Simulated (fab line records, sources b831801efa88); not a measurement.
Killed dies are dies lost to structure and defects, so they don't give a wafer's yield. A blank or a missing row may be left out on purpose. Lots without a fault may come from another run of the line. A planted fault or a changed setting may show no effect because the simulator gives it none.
One fault seen from 2 desks | flow sky130 | each desk has only its own numbers; what lay behind them comes last

THE METROLOGY DESK
What the gauges read, lot by lot, whatever tool the lot ran on: means of the sampled wafers that have a number. A lot is out of limits, marked OUT, if its mean lies more than 4 standard deviations from the usual mean; the brackets give that distance.
Columns: A = cd_nm at SKY_CONTACT_CD_MEAS_14, usual 169.6 nm; B = CONTACT_OVL at SKY_CONTACT_OVL_MEAS_15, usual -3 nm
lot  | first seen here | A     | B
L258 | day 32 17:26    | 167.7 | -7
L260 | day 33 00:46    | 168.6 | 1
L268 | day 35 11:19    | 170.3 | 1
L270 | day 35 23:52    | 168.7 | -1
L271 | day 36 19:55    | 171.9 | 2
L273 | day 37 07:03    | 170.9 | -11
This desk's finding: nothing out of limits on any of the 6 lots.

THE TOOL OWNER'S DESK: rie_diel-03
The tool's own readings at SKY_CONTACT_ETCH_18 (etches Si3N4 in CHF3/O2, stops on TiN, time 39 s, target depth 75 nm): means of the sampled wafers that have a number, for each lot that ran on this tool. A lot is out of limits, marked OUT, if its mean lies more than 4 standard deviations from the usual mean; the brackets give that distance.
Columns: A = drypump_motor_current_A at SKY_CONTACT_ETCH_18, usual 5.7 A; B = oes_product_au at SKY_CONTACT_ETCH_18, usual 0.855 a.u.; C = rf_fwd_power_W at SKY_CONTACT_ETCH_18, usual 592.9 W; D = throttle_valve_pct at SKY_CONTACT_ETCH_18, usual 8.794 %
lot  | first seen here | A   | B     | C               | D
L258 | day 32 17:00    | 6.0 | 0.865 | 595.0           | 8.790
L268 | day 35 11:00    | 6.0 | 0.855 | 496.8 (-37) OUT | 8.792
L271 | day 36 20:00    | 5.6 | 0.848 | 498.6 (-36) OUT | 8.791
This desk's finding: out of limits on L268, L271; first on L268, day 35 11:00 (rf_fwd_power_W at SKY_CONTACT_ETCH_18). In limits: L258.

PUT TOGETHER
The tool owner's desk could have raised an alarm at day 35 11:00, on L268, L271.
The metrology desk saw nothing out of limits.
The metrology desk has L268, L271 on record, within its limits.
Of the lots named, all ran SKY_CONTACT_ETCH_18 on rie_diel-03.

WHAT THE SIMULATOR HAD PUT IN
Process parameter drift: rie_diel-03, from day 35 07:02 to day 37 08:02, at SKY_CONTACT_ETCH_18. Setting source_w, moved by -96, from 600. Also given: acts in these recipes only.
Lots struck among those shown: L268, L271.
Hours from the fault's start to each desk's first reading out of limits: the tool owner's desk, 4.
